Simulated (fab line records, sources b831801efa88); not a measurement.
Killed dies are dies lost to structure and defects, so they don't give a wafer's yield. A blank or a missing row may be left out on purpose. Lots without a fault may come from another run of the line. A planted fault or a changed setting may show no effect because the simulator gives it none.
One fault seen from 2 desks | flow sky130 | each desk has only its own numbers; what lay behind them comes last

THE TOOL OWNER'S DESK: rie_metal-01
The tool's own readings at SKY_METAL1_ETCH_18 (etches BARC in N2/H2, stops on SiO2, time 45.9 s, target depth 60 nm): means of the sampled wafers that have a number, for each lot that ran on this tool. A lot is out of limits, marked OUT, if its mean lies more than 4 standard deviations from the usual mean; the brackets give that distance.
Columns: A = drypump_motor_current_A at SKY_METAL1_ETCH_18, usual 5.6 A; B = oes_product_au at SKY_METAL1_ETCH_18, usual 0.855 a.u.; C = run_length_s at SKY_METAL1_ETCH_18, usual 74.1 s; D = throttle_valve_pct at SKY_METAL1_ETCH_18, usual 13.223 %
lot  | first seen here | A   | B               | C              | D
L259 | day 35 04:04    | 5.4 | 0.857           | 74.1           | 13.214
L261 | day 35 19:39    | 5.6 | 0.855           | 74.1           | 13.223
L262 | day 36 03:23    | 5.9 | 0.853           | 74.0           | 13.242
L267 | day 38 04:19    | 5.3 | 1.000 (+30) OUT | 63.5 (-28) OUT | 13.246
L269 | day 38 15:40    | 5.7 | 1.003 (+31) OUT | 63.5 (-28) OUT | 13.231
This desk's finding: out of limits on L267, L269; first on L267, day 38 04:19 (oes_product_au at SKY_METAL1_ETCH_18). In limits: L259, L261, L262.

THE METROLOGY DESK
What the gauges read, lot by lot, whatever tool the lot ran on: means of the sampled wafers that have a number. A lot is out of limits, marked OUT, if its mean lies more than 4 standard deviations from the usual mean; the brackets give that distance.
Columns: A = cd_nm at SKY_LI_CONTACT_CD_MEAS_12, usual 169.6 nm; B = LI_CONTACT_OVL at SKY_LI_CONTACT_OVL_MEAS_13, usual -5 nm; C = cd_nm at SKY_LOCAL_INTERCONNECT_CD_MEAS_11, usual 169.7 nm
lot  | first seen here | A     | B   | C
L258 | day 30 21:19    | 167.6 | -7  | 169.9
L259 | day 31 08:11    | 171.2 | -4  | 170.6
L261 | day 32 00:55    | 169.8 | -3  | 170.2
L262 | day 32 11:39    | 170.1 | -2  | 170.2
L267 | day 34 16:42    | 167.7 | -3  | 169.4
L268 | day 34 21:19    | 169.8 | -16 | 170.9
L269 | day 35 03:48    | 170.4 | -6  | 168.4
L274 | day 36 11:04    | 171.2 | 0   | 169.0
L273 | day 36 12:28    | 167.8 | -8  | 166.2
L277 | day 37 06:14    | 170.1 | -3  | 168.1
L278 | day 37 08:24    | 168.5 | -10 | 172.1
This desk's finding: nothing out of limits on any of the 11 lots.

PUT TOGETHER
The tool owner's desk could have raised an alarm at day 38 04:19, on L267, L269.
The metrology desk saw nothing out of limits.
The metrology desk has L267, L269 on record, within its limits.
Of the lots named, all ran SKY_METAL1_ETCH_18 on rie_metal-01.

WHAT THE SIMULATOR HAD PUT IN
Process parameter drift: rie_metal-01, from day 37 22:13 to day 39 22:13, at SKY_METAL1_ETCH_18. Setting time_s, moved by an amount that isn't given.
Lots struck among those shown: L267, L269.
Hours from the fault's start to each desk's first reading out of limits: the tool owner's desk, 6.
